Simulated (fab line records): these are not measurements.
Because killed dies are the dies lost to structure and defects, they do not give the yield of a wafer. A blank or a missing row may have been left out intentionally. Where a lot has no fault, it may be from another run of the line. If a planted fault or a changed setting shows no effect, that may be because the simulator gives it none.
Struck lot and sound lot, side by side :: flow sky130 :: 43 steps out of a route of 708
Sound: wafers L206.1, L206.3, L206.5. Wafers L200.1, L200.3, L200.6 were the ones struck. The cause is given at the end.
For every step that has rows: the tool of each side, followed by ch and its chambers, followed by its first start. Under that, the readings that differ: sound wafers :: struck wafers :: difference of the means :: sigmas: that difference in standard deviations of wafers without a fault.
alike: a reading whose means differ by less than 2 such deviations, as well as words and numbers matching on both sides. not compared: withheld readings; readings where some wafer has no value; bounds like >300 that might hide an equal value; numbers whose values overlap and for which the record gives no deviation.
The two part at a step that has a row with sigmas, a row that says differs or no value, or rows on one side only. When numbers do not overlap yet have no deviation, they are printed without sigmas and do not part them. A reading that every wafer of one side lacks parts them only if that side has two wafers or more.

first, 3 steps without rows for these wafers: SKY_LDD_N_EXPOSE_04 (exposes mask NTM, target cd 840 nm); SKY_LDD_N_PEB_05; SKY_LDD_N_DEVELOP_06 (develop time 60 s).
SKY_LDD_N_OVL_MEAS_07:
  sound: overlay-01 at day 23 03:35; struck: overlay-02 at day 20 23:41
  alike: LDD_N_OVL
then, 8 steps without rows for these wafers: SKY_LDD_N_IMPLANT_08; SKY_LDD_N_IMPLANT_09; SKY_LDD_N_IMPLANT_10; SKY_LDD_N_IMPLANT_11; SKY_LDD_N_IMPLANT_12; SKY_LDD_N_IMPLANT_13; SKY_LDD_N_IMPLANT_14; SKY_LDD_N_IMPLANT_15.
SKY_LDD_N_STRIP_16: strips in O2/N2.
  sound on plasma asher-02 ch 0,1, day 23 04:49; struck on plasma asher-01 ch 0,1, day 21 00:55
  alike: drypump motor current A, oes product au, strip time to endpoint s
  not compared: rf hours counter h
SKY_LDD_N_TW_MEAS_17:
  sound: film metro-04 at day 23 04:55; struck: film metro-02 at day 21 01:01
  alike: LDD_N_TW
then, 7 steps without rows for these wafers: SKY_LDD_P_DEHYDRATE_00 (time 60 s); SKY_LDD_P_HMDS_01 (prime time 60 s); SKY_LDD_P_COAT_02 (resist thk 1140 nm); SKY_LDD_P_SOFTBAKE_03 (time 60 s); SKY_LDD_P_EXPOSE_04 (exposes mask PSDM, target cd 380 nm); SKY_LDD_P_PEB_05; SKY_LDD_P_DEVELOP_06 (develop time 60 s).
SKY_LDD_P_CD_MEAS_07: the cd target is 380 nm.
  sound: cd sem-02 at day 24 10:35; struck: cd sem-02 at day 22 07:47
  alike: cd nm
SKY_LDD_P_OVL_MEAS_08:
  sound: overlay-02 at day 24 10:42; struck: overlay-02 at day 22 07:54
  alike: LDD_P_OVL
after that, 1 step had no rows for these wafers: SKY_LDD_P_IMPLANT_09.
SKY_LDD_P_STRIP_10: strips in O2/N2.
  sound on plasma asher-01 ch 0,1, day 24 10:55; struck on plasma asher-02 ch 0,1, day 22 08:05
  alike: drypump motor current A, oes product au, strip time to endpoint s
  not compared: rf hours counter h
SKY_LDD_P_TW_MEAS_11:
  sound: film metro-03 at day 24 11:02; struck: film metro-02 at day 22 08:11
  alike: LDD_P_TW
then, 7 steps without rows for these wafers: SKY_LDD_HVN_DEHYDRATE_00 (time 60 s); SKY_LDD_HVN_HMDS_01 (prime time 60 s); SKY_LDD_HVN_COAT_02 (resist thk 300 nm); SKY_LDD_HVN_SOFTBAKE_03 (time 60 s); SKY_LDD_HVN_EXPOSE_04 (exposes mask HVNTM, target cd 700 nm); SKY_LDD_HVN_PEB_05; SKY_LDD_HVN_DEVELOP_06 (develop time 60 s).
SKY_LDD_HVN_OVL_MEAS_07:
  sound: overlay-02 at day 25 16:25; struck: overlay-01 at day 23 13:47
  alike: LDD_HVN_OVL
after that, 1 step had no rows for these wafers: SKY_LDD_HVN_IMPLANT_08.
SKY_LDD_HVN_STRIP_09: strips in O2/N2.
  sound on plasma asher-04 ch 0,1, day 25 16:37; struck on plasma asher-01 ch 0,1, day 23 13:59
  alike: drypump motor current A, oes product au, strip time to endpoint s
  not compared: rf hours counter h
SKY_LDD_HVN_TW_MEAS_10:
  sound: film metro-03 at day 25 16:43; struck: film metro-03 at day 23 14:05
  alike: LDD_HVN_TW
then, 5 steps without rows for these wafers: SKY_LDD_HVP_DEHYDRATE_00 (time 60 s); SKY_LDD_HVP_HMDS_01 (prime time 60 s); SKY_LDD_HVP_COAT_02 (resist thk 300 nm); SKY_LDD_HVP_SOFTBAKE_03 (time 60 s); SKY_LDD_HVP_EXPOSE_04 (exposes mask HVPTM, target cd 700 nm).
-- the record jumps here: 24 days lie between the struck wafers' starts before and after (it left off in module LDD_HVP and takes up again in module PAD_OPEN, whose first step shown is number 708 of the route) --
SKY_PAD_OPEN_PROBE_99:
  sound: prober-01 at day 49 07:04; struck: prober-01 at day 47 22:51
reading: killed at front end
sound: 13 13 16
struck: 69 66 33
difference: +42
sigmas: +10

reading: killed dies
sound: 76 76 82
struck: 133 134 112
difference: +48
sigmas: +6
  alike: killed_at_M0_to_M3, killed_at_M4_up, killed at contacts, killed at other, killed open, killed short

WHERE THEY PART
Only at SKY_PAD_OPEN_PROBE_99, within this record.

WHY: whatever the simulator had introduced
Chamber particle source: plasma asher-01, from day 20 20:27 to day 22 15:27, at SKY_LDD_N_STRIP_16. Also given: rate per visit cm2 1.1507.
